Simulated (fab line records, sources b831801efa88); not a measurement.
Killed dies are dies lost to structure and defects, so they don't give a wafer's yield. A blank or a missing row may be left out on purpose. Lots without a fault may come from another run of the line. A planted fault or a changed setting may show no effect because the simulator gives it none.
One fault seen from 2 desks | flow gf180mcu | each desk has only its own numbers; what lay behind them comes last

THE TOOL OWNER'S DESK: pvd_sputter-01
The tool's own readings at GF_MIM_SPUTTER_03 (material Ti, target thk 10 nm, time 6.7 s): means of the sampled wafers that have a number, for each lot that ran on this tool. A lot is out of limits, marked OUT, if its mean lies more than 4 standard deviations from the usual mean; the brackets give that distance.
Columns: A = cathode_dc_power_W at GF_MIM_SPUTTER_03, usual 3000.1 W; B = throttle_valve_pct at GF_MIM_SPUTTER_03, usual 30.0 %
lot  | first seen here | A      | B
L510 | day 24 12:01    | 3000.4 | 29.3
L518 | day 26 21:49    | 3000.2 | 29.8
L522 | day 28 03:11    | 3000.2 | 30.4
This desk's finding: nothing out of limits on any of the 3 lots.

THE METROLOGY DESK
What the gauges read, lot by lot, whatever tool the lot ran on: means of the sampled wafers that have a number. A lot is out of limits, marked OUT, if its mean lies more than 4 standard deviations from the usual mean; the brackets give that distance.
Columns: A = V4_W_RS at GF_V4_RS_MEAS_24, usual 0.326 ohm/sq; B = V4_W_THK at GF_V4_THK_MEAS_25, usual 349 nm; C = MIM_CVD_05_THK at GF_MIM_THK_MEAS_06, usual 42.0 nm; D = MIM_ALCU_RS at GF_MIM_RS_MEAS_10, usual 0.1601 ohm/sq; E = MIM_ALCU_THK at GF_MIM_THK_MEAS_11, usual 196.8 nm; F = cd_nm at GF_M5_CD_MEAS_07, usual 280.5 nm; G = M5_OVL at GF_M5_OVL_MEAS_08, usual 0 nm
lot  | first seen here | A     | B   | C    | D      | E     | F     | G
L510 | day 24 11:23    | 0.322 | 351 | 42.0 | 0.1590 | 196.8 | 279.9 | -2
L514 | day 25 14:32    | 0.324 | 357 | 42.0 | 0.1599 | 195.8 | 278.9 | -1
L516 | day 26 11:32    | 0.326 | 348 | 41.6 | 0.1591 | 200.8 | 281.9 | -8
L518 | day 26 21:12    | 0.320 | 357 | 42.0 | 0.1605 | 194.6 | 279.3 | -3
L522 | day 28 02:33    | 0.330 | 344 | 42.1 | 0.1609 | 197.4 | 280.2 | 1
L529 | day 30 13:46    | 0.330 | 344 | 42.5 | 0.1615 | 197.7 | 281.1 | 1
This desk's finding: nothing out of limits on any of the 6 lots.

PUT TOGETHER
The tool owner's desk saw nothing out of limits.
The metrology desk saw nothing out of limits.

WHAT THE SIMULATOR HAD PUT IN
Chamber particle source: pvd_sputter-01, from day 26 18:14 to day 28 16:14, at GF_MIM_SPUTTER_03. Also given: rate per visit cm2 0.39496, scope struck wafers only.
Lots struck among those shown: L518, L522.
